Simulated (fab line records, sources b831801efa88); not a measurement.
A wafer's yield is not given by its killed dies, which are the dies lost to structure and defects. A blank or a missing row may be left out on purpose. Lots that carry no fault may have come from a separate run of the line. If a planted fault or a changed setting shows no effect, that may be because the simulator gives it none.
What tool caused it? | flow gf180mcu | 36 wafers from 12 lots sampled at 2 of the route's 602 steps

## WHAT THE GAUGES READ, wafer by wafer
GF_V3_CD_MEAS_14 targets a cd of 260 nm.
lot  | measured     | on        | cd-nm (nm)
L323 | day 22 05:25 | cd-sem-02 | 259.4 259.8 259.5
L324 | day 23 03:05 | cd-sem-02 | 259.0 259.0 259.0
L325 | day 23 05:46 | cd-sem-02 | 262.1 261.1 261.6
L326 | day 23 08:34 | cd-sem-01 | 258.9 258.7 258.9
L327 | day 24 03:35 | cd-sem-02 | 259.7 260.3 261.3
L328 | day 24 17:38 | cd-sem-02 | 259.3 259.3 259.0
L330 | day 25 00:48 | cd-sem-01 | 259.3 259.3 259.4
L331 | day 25 09:27 | cd-sem-02 | 261.7 260.3 260.8
L333 | day 25 23:50 | cd-sem-01 | 259.6 261.1 260.5
L336 | day 26 21:57 | cd-sem-02 | 261.3 260.3 260.0
L341 | day 28 10:49 | cd-sem-02 | 259.5 258.7 259.4
L345 | day 29 09:26 | cd-sem-02 | 258.9 258.7 261.0

GF_V3_OVL_MEAS_15.
lot  | measured     | on         | V3_OVL (nm)
L323 | day 22 05:32 | overlay-01 | -2 -8 -9
L324 | day 23 03:12 | overlay-01 | 1 7 3
L325 | day 23 05:53 | overlay-01 | -2 -8 -3
L326 | day 23 08:40 | overlay-01 | 12 13 12
L327 | day 24 03:43 | overlay-02 | -4 -13 -10
L328 | day 24 17:44 | overlay-02 | 1 4 4
L330 | day 25 00:55 | overlay-01 | 3 2 -4
L331 | day 25 09:34 | overlay-01 | -3 6 3
L333 | day 25 23:57 | overlay-01 | 2 7 -1
L336 | day 26 22:04 | overlay-02 | -6 -6 3
L341 | day 28 10:55 | overlay-02 | -3 -6 -2
L345 | day 29 09:32 | overlay-01 | 1 -5 5

## EACH LOT AND THE TOOL THAT RAN IT (in order: tool; ch and the chambers of the sampled wafers; start)
There is no process step in the record ahead of these readings.

## AS READ BY THE TOOLS THEMSELVES (means over the sampled wafers that have a number; for cases with no such wafer, the mark the record gives instead)
The record holds no such reading with a usual standard deviation.

## THE ANSWER, worked out from the rows above alone
Rule: the lots themselves supply what counts as usual. The widest of any qualifying gaps counts: lots, ordered by their means at a reading, are off when they make up no more than a third of the lots, leave a main group of 4 or more, and stand apart from it by 3 or more times the standard deviation of that group's means. The tables above print the reading to a certain number of digits; a main group whose means all agree to those digits is not used. Also off: a lot with no number at a reading for which 4 or more lots have one. All remaining lots with rows at the step are treated as sound. First the gauges in route order, then the tools' own readings, where a lot's mean is used as printed above. The first step at which some lot is off is used, and at that step the reading that is off furthest; a lot without a number counts as furthest.
Nothing can be told from this: no lot is off at any reading shown.

## WHAT THE SIMULATOR HAD INSERTED
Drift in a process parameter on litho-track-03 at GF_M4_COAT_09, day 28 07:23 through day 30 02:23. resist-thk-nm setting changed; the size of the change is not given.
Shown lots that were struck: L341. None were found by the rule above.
